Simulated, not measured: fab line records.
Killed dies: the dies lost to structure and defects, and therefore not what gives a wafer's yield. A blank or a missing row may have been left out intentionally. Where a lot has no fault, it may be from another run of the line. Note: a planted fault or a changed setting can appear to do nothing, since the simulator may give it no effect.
8D (eight disciplines) problem report, filled in by code || flow sky130 || the parts of the form that need people (team, actions taken, sign-off) are left out

1. THE ISSUE
At SKY_LI_CONTACT_SOFTBAKE_08, plateTempC averages 98.32 C over 6 wafers from 2 lots, while fault-free wafers read 100.00 C, standard deviation 0.11. Measured from the usual mean, that is -15 standard deviations.
The step: time 90 s.
First seen on wafer L794.2, day 33 00:00, on lithoTrack-03. The record has a number at this step for 42 wafers belonging to 14 lots. The rule behind "out" and "out of limits": a value lying over 4 standard deviations away from the usual mean. Any other wafer with a number is counted as sound.

2. WHAT IT IS, WHAT IT ISN'T
{"question": "which readings at this step", "is": "plateTempC, heaterPowerTotalW", "is not": "resistLineTempC"}
{"question": "which lots", "is": "L794, L796", "is not": "L784, L785, L786, L787, L790, L797, L800, L802, L804, L805, L806, L807"}
{"question": "which wafers of those lots", "is": "all that have a number", "is not": "-"}
{"question": "read on which tools", "is": "lithoTrack-03", "is not": "lithoTrack-01, lithoTrack-02"}
{"question": "when", "is": "from day 33 00:00", "is not": "up to then (15 sound wafers); but 21 sound wafers of L797, L800, L802, L804, L805, L806, L807 came after"}

3. WHAT RULES OUT EACH SUSPECT
Counting: a tool stays on the suspect list if, at a process step up to the reading, it processed all lots that are out and no sound lot following the first of them.
- lithoTrack-03 at SKY_LI_CONTACT_SOFTBAKE_08 (time 90 s): ruled out as a lasting fault. Following L794 (day 33 00:00), the first lot on it that is out, the sound lots L804, L806 were run on it.
Left after counting: nothing in the record.

4. THE CAUSE (what the simulator had put in)
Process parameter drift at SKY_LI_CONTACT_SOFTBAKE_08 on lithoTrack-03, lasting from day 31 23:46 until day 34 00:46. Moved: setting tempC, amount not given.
Counting ruled it out, wrongly.

5. THE EFFECT CHAIN, in route order
Rows list readings where the struck wafers' mean (over those with a number) sits beyond 3 standard deviations from the usual. Only readings whose record carries a usual standard deviation are examined. hours: median over the lots of the time between each lot's start at the first step of this table that gives one and its start at this step. sigmas: the change, counted in usual standard deviations.
{"hours": 0, "step": "SKY_LI_CONTACT_SOFTBAKE_08", "reading": "heaterPowerTotalW", "usual": "57.35 W", "on struck wafers": 56.06, "change": -1.29, "sigmas": -11}
{"hours": 0, "step": "SKY_LI_CONTACT_SOFTBAKE_08", "reading": "plateTempC", "usual": "100.00 C", "on struck wafers": 98.32, "change": -1.68, "sigmas": -15}
Its process steps:
- SKY_LI_CONTACT_SOFTBAKE_08: time 90 s.
Later steps that measure or inspect, where all struck wafers having a row at the step show a number for every such reading and not one has moved that far: SKY_LI_CONTACT_CD_MEAS_12.

6. HOW IT WOULD HAVE BEEN CAUGHT EARLIER
24 hours passed between the start of the fault at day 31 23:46 and the first reading out of limits in this record, taken at day 33 00:00.
